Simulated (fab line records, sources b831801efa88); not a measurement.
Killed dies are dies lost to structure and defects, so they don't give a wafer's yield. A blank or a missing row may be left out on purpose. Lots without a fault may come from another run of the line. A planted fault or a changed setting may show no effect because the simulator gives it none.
A struck lot beside a sound one | flow sky130 | 18 steps out of a route of 708
Sound: wafers L873.3, L873.4, L873.5. Struck: wafers L887.1, L887.2, L887.5. The cause comes at the end.
At each step with rows: each side's tool, then ch and its chambers, then its first start. Under that, the readings that differ: sound wafers | struck wafers | difference of the means | sigmas: that difference in standard deviations of wafers without a fault.
alike: readings whose means differ by less than 2 such deviations, and words and numbers that are the same on both sides. not compared: withheld readings, readings that some wafer has no value for, bounds like >300 that may hide the same value, and numbers for which the record gives no deviation and whose values overlap.
The two part at a step that has a row with sigmas, a row that says differs or no value, or rows on one side only. Numbers that don't overlap but have no deviation are shown without sigmas and don't part them. A reading that every wafer of one side lacks parts them only if that side has two wafers or more.

first, 2 steps without rows for these wafers: SKY_METAL2_CLEAN_23 (cleans in O3/DIW); SKY_VIA2_HDPCVD_00 (deposits SiO2, target thk 1180 nm, time 196.7 s).
SKY_VIA2_THK_MEAS_01:
  sound on film_metro-02, day 36 01:11; struck on film_metro-01, day 40 01:11
  alike: VIA2_HDPCVD_THK
SKY_VIA2_CMP_02: polishes SiO2.
  sound on cmp-02 ch 1,2, day 36 01:14; struck on cmp-01 ch 0,2,3, day 40 01:20
  alike: motor_current_A, platen_rpm, slurry_filter_dp_kPa
SKY_VIA2_BOW_MEAS_03:
  sound on film_metro-02, day 36 01:34; struck on film_metro-02, day 40 01:32
  alike: VIA2_BOW
then, 7 steps without rows for these wafers: SKY_VIA2_DEHYDRATE_04 (time 60 s); SKY_VIA2_HMDS_05 (prime time 60 s); SKY_VIA2_COAT_06 (resist thk 60 nm); SKY_VIA2_COAT_07 (resist thk 450 nm); SKY_VIA2_SOFTBAKE_08 (time 90 s); SKY_VIA2_EXPOSE_09 (exposes mask VIM2, target cd 200 nm); SKY_VIA2_PEB_10.
SKY_VIA2_DEVELOP_11: develop time 60 s.
  sound on litho_track-01 ch 0, day 37 03:00; struck on litho_track-01 ch 0, day 41 01:00
SKY_VIA2_CD_MEAS_12: target cd 200 nm.
  sound on cd_sem-02, day 37 03:34; struck on cd_sem-01, day 41 01:41
  reading    | sound             | struck            | difference | sigmas
  cd_nm (nm) | 199.7 199.1 200.4 | 206.0 204.6 204.7 | +5.4       | +4
SKY_VIA2_OVL_MEAS_13:
  sound on overlay-02, day 37 03:40; struck on overlay-02, day 41 01:48
  alike: VIA2_OVL
SKY_VIA2_ETCH_14: etches BARC in N2/H2, stops on SiO2, time 45.9 s, target depth 60 nm.
  sound on rie_diel-02 ch 0,2, day 37 03:41; struck on rie_diel-01 ch 0,1,2, day 41 01:50
  reading               | sound           | struck        | difference | sigmas
  model.VIA2.cd_nm (nm) | 198.5 198.6 200 | 206 204 204.5 | +6         |
  alike: bias_w, drypump_motor_current_A, oes_product_au, throttle_valve_pct
  not compared: rf_hours_counter_h
SKY_VIA2_ETCH_15: etches SiO2 in C4F8/O2/Ar, stops on TiN, target depth 546 nm, time 84 s.
  sound on rie_diel-02 ch 0,2, day 37 03:44; struck on rie_diel-01 ch 0,1,2, day 41 01:53
  alike: bias_w, oes_product_au
  not compared: rf_hours_counter_h
-- the record jumps here: 8 days lie between the struck wafers' starts before and after (it left off in module VIA2 and takes up again in module PAD_OPEN, whose first step shown is number 708 of the route) --
SKY_PAD_OPEN_PROBE_99:
  sound on prober-01, day 46 10:29; struck on prober-01, day 49 12:06
  alike: defect_limited_yield, killed_at_M0_to_M3, killed_at_M4_up, killed_at_contacts, killed_at_front_end, killed_at_other, killed_dies, killed_open, killed_short, sort_bin_3_pad_short, sort_bin_5_function, sort_bin_6_memory, sort_bin_8_speed, sort_n_pass, sort_yield_pct

WHERE THEY PART
Only at SKY_VIA2_CD_MEAS_12, within this record. Later steps at which nothing parts them and some readings are alike: SKY_VIA2_OVL_MEAS_13, SKY_VIA2_ETCH_14, SKY_VIA2_ETCH_15, SKY_PAD_OPEN_PROBE_99.

WHY: what the simulator had put in
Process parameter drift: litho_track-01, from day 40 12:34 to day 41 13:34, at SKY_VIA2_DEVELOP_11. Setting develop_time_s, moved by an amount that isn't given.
